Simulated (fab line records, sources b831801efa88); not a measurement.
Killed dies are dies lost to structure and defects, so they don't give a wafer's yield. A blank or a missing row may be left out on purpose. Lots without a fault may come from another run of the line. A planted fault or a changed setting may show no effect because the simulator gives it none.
fab line records | flow sky130
record lots=11 wafers=33 last_day=50
route steps=708 shown FIELD_ISO@18 NWELL@67 VT_ADJUST_LVTN@104 VT_ADJUST_NCORE@127 PAD_OPEN@708
lots that met no fault: from a run of the same line without faults
start_h: hours from the record's first day to the start of the lot's first wafer shown | wait_h: hours since the lot's step before | " the same as in the row above | L1.1+2: a row that stands for several wafers | - no value, or no start given | * or withheld: withheld | < > ~ a bound
route shown NAME@n: a module of which the file shows steps, and the number in the route of the first | usual: mean/standard deviation of fault-free wafers | same: alike in all rows | chamber/n: place in a boat | sites: the reading at each site | _std_site: their standard deviation | _edge_site: outer sites' mean less inner sites' | radius_mm: how far each site lies from the wafer's centre | mask NAME#n: copy n | behind: the tool/chamber that last shaped the wafer | hold: why the lot was held/for how many hours/how that ended | device: the transistor (n, p or np) that didn't switch | end of line: the same wafers' tests at the end of the route | a step without rows: its recipe alone | killed: dies lost to structure and defects at the first sort, not the wafer's yield | map: a wafer's dies, x killed, . not, _ none there
set.NAME: the setting as run; set.NAME@STEP: as run at that earlier step | model.NAME: the simulator's own value behind a step, which no gauge read
steps of the route over a sample of lots; a table a step, a row a wafer
services: from which hour (start_h, from the record's first day; less than 0 if before it) a tool's chamber was out of use, for how many hours, and why
## steps
# step SKY_FIELD_ISO_ETCH_17
# recipe target_depth_a=3420 mask_material=Si3N4 chemistry=HBr/Cl2/O2 target=Si taper_deg=5 icp_w=600 bias_w=150 pressure_mtorr=15 HBr_flow_sccm=150 Cl2_flow_sccm=40 O2_flow_sccm=6 time_s=97.7
# usual drypump_motor_current_A=5.8/0.45 mfc_cl2_sccm=40.01/0.12 oes_product_au=0.997/0.015 rf_fwd_power_W=596.4/2.1 throttle_valve_pct=25.659/0.013
# columns lot.wafer tool chamber start_h wait_h drypump_motor_current_A mfc_cl2_sccm oes_product_au rf_fwd_power_W rf_hours_counter_h throttle_valve_pct
L152.1 rie_si-01 1 29.51 0.1 5.8 40.00 1.016 599.4 64 25.631
L152.2 " 3 " " 6.2 39.92 0.976 597.8 110 25.674
L152.3 " 0 " " 5.2 40.12 0.998 596.6 84 25.679
L156.1 rie_si-02 2 50.29 0.1 6.0 40.03 1.022 598.2 3 25.653
L156.3 " 1 " " 5.0 39.80 1.006 593.6 115 25.644
L156.6 " 1 " " 5.0 40.00 1.005 597.4 - 25.645
L158.3 rie_si-01 1 60.85 0.0 5.7 39.91 1.002 597.0 64 25.652
L158.5 " 0 " " 5.2 39.80 0.976 598.2 - 25.671
L158.6 " 3 " " 6.2 40.05 0.965 598.1 - 25.694
L159.2 rie_si-01 3 64.90 0.1 6.2 40.00 0.972 599.0 110 25.683
L159.3 " 1 " " 5.7 40.01 1.013 601.2 64 25.654
L159.5 " 3 " " 6.2 40.03 0.968 600.0 - 25.680
L160.4 rie_si-02 2 69.86 0.0 6.0 39.83 1.014 598.4 3 25.650
L160.5 " 3 " " 5.8 39.96 1.014 593.5 - 25.653
L160.6 " 0 " " 6.1 40.11 1.004 595.5 - 25.657
L164.2 rie_si-01 3 92.09 0.1 6.2 40.04 0.967 596.9 110 25.685
L164.3 " 2 " " 6.4 39.95 0.990 594.4 53 25.668
L164.4 " 0 " " 5.2 39.99 0.993 596.1 85 25.675
L168.1 rie_si-01 1 113.81 0.1 5.7 40.00 1.014 598.9 65 25.648
L168.2 " 0 " " 5.2 40.11 0.994 599.9 85 25.654
L168.5 " 2 " " 6.4 40.01 0.999 594.4 - 25.651
L171.3 rie_si-01 3 128.99 0.0 6.2 39.72 0.954 597.2 110 25.672
L171.4 " 2 " " 6.4 39.81 0.987 593.1 54 25.674
L171.5 " 2 " " 6.4 39.99 0.996 591.4 - 25.656
L173.1 rie_si-02 3 137.89 0.1 5.8 40.04 1.016 595.4 123 25.663
L173.3 " 1 " " 5.0 40.06 1.002 595.3 116 25.663
L173.6 " 2 " " 6.0 40.27 1.015 598.0 - 25.655
L174.1 rie_si-02 3 142.21 0.1 5.8 39.84 1.008 593.0 123 25.654
L174.4 " 3 " " 5.8 39.92 1.007 592.7 - 25.671
L174.6 " 1 " " 5.0 40.08 0.985 594.9 - 25.675
L175.1 rie_si-02 3 148.46 0.1 5.8 39.99 1.002 596.8 123 25.669
L175.3 " 1 " " 5.0 40.01 0.986 595.1 116 25.664
L175.6 " 3 " " 5.8 40.04 1.009 598.2 - 25.654
# step SKY_NWELL_STRIP_14
# recipe chemistry=O2/N2 power_w=1400 pressure_mtorr=1500 platen_temp_c=withheld o2_flow_sccm=3000 n2_flow_sccm=300 overash_fraction=0.5
# usual chamber_pressure_mTorr=1499.9/1.4 drypump_motor_current_A=5.89/0.29 oes_product_au=0.722/0.0052 strip_time_to_endpoint_s=36.87/0.14
# columns lot.wafer tool chamber start_h wait_h chamber_pressure_mTorr drypump_motor_current_A oes_product_au rf_hours_counter_h strip_time_to_endpoint_s
L152.1 plasma_asher-03 0 85.21 0.1 1499.1 6.15 0.731 40 37.14
L152.2 " 1 " " 1498.3 5.52 0.717 40 37.22
L152.3 " 1 " " 1501.4 5.52 0.731 - 37.13
L156.1 plasma_asher-03 0 110.91 0.1 1500.7 6.15 0.724 43 36.93
L156.3 " 1 " " 1500.4 5.51 0.716 - 36.86
L156.6 " 1 " " 1499.7 5.52 0.711 - 36.88
L158.3 plasma_asher-04 0 121.59 0.1 - - - - -
L158.5 " 1 " " - - - - -
L158.6 " 0 " " - - - - -
L159.2 plasma_asher-04 0 129.20 0.1 - - - - -
L159.3 " 0 " " - - - - -
L159.5 " 1 " " - - - - -
L160.4 plasma_asher-03 0 132.10 0.1 1500.5 6.15 0.726 - 36.73
L160.5 " 0 " " 1497.8 6.18 0.724 - 36.76
L160.6 " 1 " " 1498.3 5.50 0.724 - 36.82
L164.2 plasma_asher-03 0 161.40 0.1 1500.1 6.12 0.723 47 37.00
L164.3 " 1 " " 1499.6 5.49 0.721 - 36.90
L164.4 " 0 " " 1501.9 6.15 0.728 - 37.02
L168.1 plasma_asher-02 0 179.00 0.1 1500.1 6.02 0.718 50 36.74
L168.2 " 1 " " 1498.0 6.27 0.724 50 36.67
L168.5 " 0 " " 1499.1 5.99 0.724 - 36.83
L171.3 plasma_asher-03 1 198.63 0.1 1498.5 5.52 0.720 - 36.90
L171.4 " 0 " " 1500.6 6.15 0.728 - 36.92
L171.5 " 1 " " 1499.6 5.51 0.729 - 36.80
L173.1 plasma_asher-03 1 210.71 0.1 1499.4 5.51 0.712 52 36.84
L173.3 " 1 " " 1498.9 5.51 0.723 - 36.88
L173.6 " 0 " " 1497.5 6.18 0.721 - 36.85
L174.1 plasma_asher-04 0 214.50 0.1 1500.0 6.06 0.723 10 36.87
L174.4 " 0 " " 1499.5 6.09 0.718 - 36.76
L174.6 " 1 " " 1497.7 5.66 0.715 - 36.73
L175.1 plasma_asher-04 0 220.35 0.1 1499.7 6.07 0.720 10 36.75
L175.3 " 1 " " 1501.1 5.67 0.721 - 36.81
L175.6 " 1 " " 1499.1 5.64 0.719 - 36.80
# step SKY_NWELL_STRIP_25
# recipe chemistry=O2/N2 power_w=1400 pressure_mtorr=1500 platen_temp_c=withheld o2_flow_sccm=3000 n2_flow_sccm=300 overash_fraction=0.5
# usual chamber_pressure_mTorr=1500.1/1.5 drypump_motor_current_A=5.90/0.26 oes_product_au=0.722/0.0044 strip_time_to_endpoint_s=36.86/0.12
# columns lot.wafer tool chamber start_h wait_h chamber_pressure_mTorr drypump_motor_current_A oes_product_au rf_hours_counter_h strip_time_to_endpoint_s
L152.1 plasma_asher-03 0 101.85 0.1 1502.3 6.16 0.720 42 36.97
L152.2 " 1 " " 1499.9 5.52 0.723 42 36.83
L152.3 " 1 " " 1499.5 5.53 0.721 - 36.96
L156.1 plasma_asher-03 1 129.90 0.1 1500.3 5.52 0.721 45 36.57
L156.3 " 1 " " 1500.1 5.52 0.720 - 36.76
L156.6 " 0 " " 1502.7 6.16 0.725 - 36.76
L158.3 plasma_asher-02 1 140.03 0.1 1499.1 6.24 0.737 - 81.34
L158.5 " 1 " " 1500.3 6.26 0.743 - 81.25
L158.6 " 0 " " 1499.1 5.99 0.735 - 81.30
L159.2 plasma_asher-04 1 147.66 0.1 1500.3 5.67 0.746 3 80.99
L159.3 " 1 " " 1501.7 5.66 0.742 - 81.08
L159.5 " 1 " " 1501.6 5.68 0.738 - 81.15
L160.4 plasma_asher-02 0 150.83 0.1 1500.6 5.99 0.727 - 36.79
L160.5 " 1 " " 1499.6 6.24 0.728 - 36.88
L160.6 " 0 " " 1501.2 5.99 0.724 - 36.90
L164.2 plasma_asher-03 1 182.16 0.1 1502.0 5.49 0.719 49 36.78
L164.3 " 1 " " 1500.8 5.49 0.721 - 36.87
L164.4 " 0 " " 1498.9 6.12 0.719 - 36.76
L168.1 plasma_asher-04 1 200.06 0.1 1501.8 5.65 0.721 8 36.83
L168.2 " 0 " " 1498.0 6.09 0.727 8 36.88
L168.5 " 0 " " 1499.4 6.11 0.715 - 36.85
L171.3 plasma_asher-02 1 221.14 0.1 1502.2 6.25 0.718 - 36.80
L171.4 " 0 " " 1501.6 6.01 0.726 - 36.79
L171.5 " 0 " " 1499.5 6.00 0.722 - 36.81
L173.1 plasma_asher-03 1 233.55 0.1 1502.0 5.49 0.715 54 36.92
L173.3 " 0 " " 1497.8 6.16 0.721 - 36.90
L173.6 " 1 " " 1500.0 5.49 0.724 - 36.92
L174.1 plasma_asher-04 0 237.41 0.1 1502.4 6.07 0.725 12 36.74
L174.4 " 1 " " 1500.9 5.68 0.721 - 36.87
L174.6 " 0 " " 1500.9 6.08 0.724 - 36.90
L175.1 plasma_asher-04 0 243.66 0.1 1501.4 6.06 0.727 13 36.91
L175.3 " 0 " " 1497.1 6.08 0.727 - 36.87
L175.6 " 0 " " 1500.3 6.12 0.723 - 36.92
# step SKY_NWELL_TW_MEAS_26
# usual NWELL_2_TW=493/4.5
# columns lot.wafer tool chamber start_h wait_h hold NWELL_2_TW
L152.1 film_metro-04 - 101.95 0.1 - 496
L152.2 " - " " - 501
L152.3 " - " " - 498
L156.1 film_metro-02 - 130.00 0.1 - 490
L156.3 " - " " - 489
L156.6 " - " " - 487
L158.3 film_metro-04 - 140.12 0.1 await_dispo/0.2h/release 30
L158.5 " - " " await_dispo/0.2h/release 30
L158.6 " - " " await_dispo/0.2h/release 30
L158.3 film_metro-04 - 140.36 0.2 - 30
L158.5 " - " " - 30
L158.6 " - " " - 30
L159.2 film_metro-04 - 147.77 0.1 await_dispo/0.2h/release 30
L159.3 " - " " await_dispo/0.2h/release 30
L159.5 " - " " await_dispo/0.2h/release 30
L159.2 film_metro-04 - 148.07 0.3 - 30
L159.3 " - " " - 30
L159.5 " - " " - 30
L160.4 film_metro-04 - 150.93 0.1 - 500
L160.5 " - " " - 499
L160.6 " - " " - 499
L164.2 film_metro-04 - 182.27 0.1 - 496
L164.3 " - " " - 497
L164.4 " - " " - 498
L168.1 film_metro-02 - 200.16 0.1 - 491
L168.2 " - " " - 489
L168.5 " - " " - 491
L171.3 film_metro-01 - 221.23 0.1 - 490
L171.4 " - " " - 491
L171.5 " - " " - 489
L173.1 film_metro-02 - 233.65 0.1 - 492
L173.3 " - " " - 490
L173.6 " - " " - 490
L174.1 film_metro-02 - 237.51 0.1 - 489
L174.4 " - " " - 492
L174.6 " - " " - 489
L175.1 film_metro-01 - 243.76 0.1 - 493
L175.3 " - " " - 495
L175.6 " - " " - 492
# step SKY_VT_ADJUST_LVTN_OVL_MEAS_07
# usual VT_ADJUST_LVTN_OVL=-0.3/1.3
# columns lot.wafer tool chamber start_h wait_h VT_ADJUST_LVTN_OVL[nm]
L152.1 overlay-02 - 139.13 - 0.0
L152.2 " - " " -2.0
L152.3 " - " " -1.2
L156.1 overlay-02 - 169.76 - 0.3
L156.3 " - " " -0.7
L156.6 " - " " 1.3
L160.4 overlay-01 - 191.83 - 0.6
L160.5 " - " " 0.5
L160.6 " - " " 1.3
L164.2 overlay-02 - 226.10 - -2.5
L164.3 " - " " -1.1
L164.4 " - " " -0.8
L168.1 overlay-02 - 245.74 - -1.4
L168.2 " - " " 0.7
L168.5 " - " " -0.5
L171.3 overlay-02 - 267.64 - 2.0
L171.4 " - " " 0.0
L171.5 " - " " -0.3
L173.1 overlay-02 - 280.43 - 0.1
L173.3 " - " " 1.1
L173.6 " - " " 1.9
L174.1 overlay-01 - 285.26 - 0.2
L174.4 " - " " -0.4
L174.6 " - " " 0.8
L175.1 overlay-02 - 291.41 - -1.7
L175.3 " - " " -0.6
L175.6 " - " " 0.3
# step SKY_VT_ADJUST_NCORE_OVL_MEAS_08
# usual VT_ADJUST_NCORE_OVL=0.0/1.3
# columns lot.wafer tool chamber start_h wait_h VT_ADJUST_NCORE_OVL[nm]
L152.1 overlay-02 - 178.74 0.1 -1.6
L152.2 " - " " 0.6
L152.3 " - " " -1.1
L156.1 overlay-01 - 212.56 0.1 1.0
L156.3 " - " " -0.5
L156.6 " - " " -0.1
L160.4 overlay-02 - 235.56 0.1 -1.9
L160.5 " - " " -1.7
L160.6 " - " " -1.2
L164.2 overlay-02 - 273.00 0.1 0.4
L164.3 " - " " 0.6
L164.4 " - " " 0.6
L168.1 overlay-01 - 293.73 0.1 -1.2
L168.2 " - " " 0.8
L168.5 " - " " -0.5
L171.3 overlay-02 - 316.69 0.1 -2.7
L171.4 " - " " 0.1
L171.5 " - " " 0.1
L173.1 overlay-01 - 331.99 0.1 0.0
L173.3 " - " " -0.3
L173.6 " - " " 0.2
L174.1 overlay-01 - 333.86 0.1 -1.5
L174.4 " - " " 0.4
L174.6 " - " " 1.5
L175.1 overlay-01 - 343.74 0.1 0.0
L175.3 " - " " 1.3
L175.6 " - " " 0.1
# step SKY_PAD_OPEN_PROBE_99
# usual defect_limited_yield=82.5/1.7 killed_at_M0_to_M3=42/6.1 killed_at_M4_up=3.1/1.7 killed_at_contacts=24/5.5 killed_at_front_end=16/4.1 killed_at_other=0.3/0.57 killed_dies=86/8.2 killed_open=47/6.8 killed_short=38/5.8 sort_bin_3_pad_short=0.8/0.42 sort_bin_5_function=10.2/1.3 sort_bin_6_memory=6.4/1 sort_n_pass=406/8.2 sort_yield_pct=82.5/1.7
# same gross_dies=492 killed_at_back_side=0 sort_bin_4_leakage[%]=0 sort_bin_8_speed[%]=0
# columns lot.wafer tool chamber start_h wait_h defect_limited_yield[%] killed_at_M0_to_M3 killed_at_M4_up killed_at_contacts killed_at_front_end killed_at_other killed_dies killed_open killed_short sort_bin_3_pad_short[%] sort_bin_5_function[%] sort_bin_6_memory[%] sort_n_pass sort_yield_pct[%]
L173.1 prober-01 - 1189.90 0.1 82.3 41 4 18 23 1 87 47 40 0.6 9.3 7.7 405 82.3
L173.3 prober-01 - 1190.00 0.2 82.7 47 2 21 15 0 85 41 43 0.8 10.4 6.1 407 82.7
L173.6 prober-01 - 1190.15 0.2 80.9 46 2 36 8 2 94 49 44 0.6 10.6 7.9 398 80.9
# killed by level:class
L173.1 VIA3:geometric_particle:open=11 FIELD_ISO:geometric_particle:open=8 VIA2:geometric_particle:open=6 LI_CONTACT:geometric_particle:open=5 LOCAL_INTERCONNECT:geometric_particle:short=5 METAL2:geometric_particle:short=5 METAL1:geometric_particle:short=4 POLY_GATE:geometric_particle:short=3
L173.3 VIA3:geometric_particle:open=6 LI_CONTACT:geometric_particle:open=6 VIA2:geometric_particle:open=6 CONTACT:geometric_particle:short=5 METAL1:geometric_particle:short=5 VIA1:geometric_particle:open=5 VIA3:geometric_particle:short=5 LOCAL_INTERCONNECT:geometric_particle:short=4
L173.6 CONTACT:geometric_particle:open=14 LI_CONTACT:geometric_particle:open=10 VIA3:geometric_particle:open=9 METAL1:geometric_particle:short=9 VIA1:geometric_particle:open=7 LOCAL_INTERCONNECT:geometric_particle:short=5 VIA1:geometric_particle:short=5 METAL2:geometric_particle:short=5
## services
# columns tool chamber start_h hours kind
rie_si-01 - 19.97 0.7 repair
rie_si-02 3 39.33 7.7 repair
plasma_asher-04 - 92.50 2.8 pm
plasma_asher-04 - 108.75 9.0 pm
plasma_asher-04 0 108.75 9.0 vent_cycle
plasma_asher-04 1 108.75 9.0 vent_cycle
plasma_asher-04 0 117.75 - clean
plasma_asher-04 1 117.75 - clean
rie_si-02 1 127.93 1.2 repair
rie_si-02 0 132.92 - clean
rie_si-02 0 132.92 26.2 scheduled_down
rie_si-02 0 132.92 26.2 vent_cycle
plasma_asher-03 - 141.95 10.9 repair
plasma_asher-04 - 144.42 1.5 repair
rie_si-02 1 154.23 4.4 repair
rie_si-01 0 163.81 14.6 repair
plasma_asher-03 - 179.16 2.8 pm
rie_si-02 3 198.67 - clean
rie_si-02 3 198.67 18.5 scheduled_down
rie_si-02 3 198.67 18.5 vent_cycle
plasma_asher-03 - 225.74 1.0 repair
rie_si-02 1 230.34 - clean
rie_si-02 1 230.34 20.3 scheduled_down
plasma_asher-04 - 241.70 0.8 repair
## key
first_sign step=SKY_NWELL_STRIP_14 reading=tool_record direction=missing
effect step=SKY_NWELL_STRIP_25 reading=strip_time_to_endpoint_s direction=up sigmas=99+ usual=* struck=*
effect step=SKY_NWELL_TW_MEAS_26 reading=visit direction=added
effect step=SKY_NWELL_TW_MEAS_26 reading=NWELL_2_TW direction=down sigmas=99+ usual=493 struck=30
met_at SKY_NWELL_STRIP_14
struck_lots L158,L159
scrapped_behind SKY_NWELL_TW_MEAS_26 L158.3,L158.5,L158.6,L159.2,L159.3,L159.5
not_acting_at SKY_FIELD_ISO_ETCH_17,SKY_VT_ADJUST_LVTN_OVL_MEAS_07,SKY_VT_ADJUST_NCORE_OVL_MEAS_08
fault kind=skipped_step_whole tool=plasma_asher-04 chamber=- onset_h=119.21 steps=SKY_NWELL_STRIP_14 scope=struck_lots_only
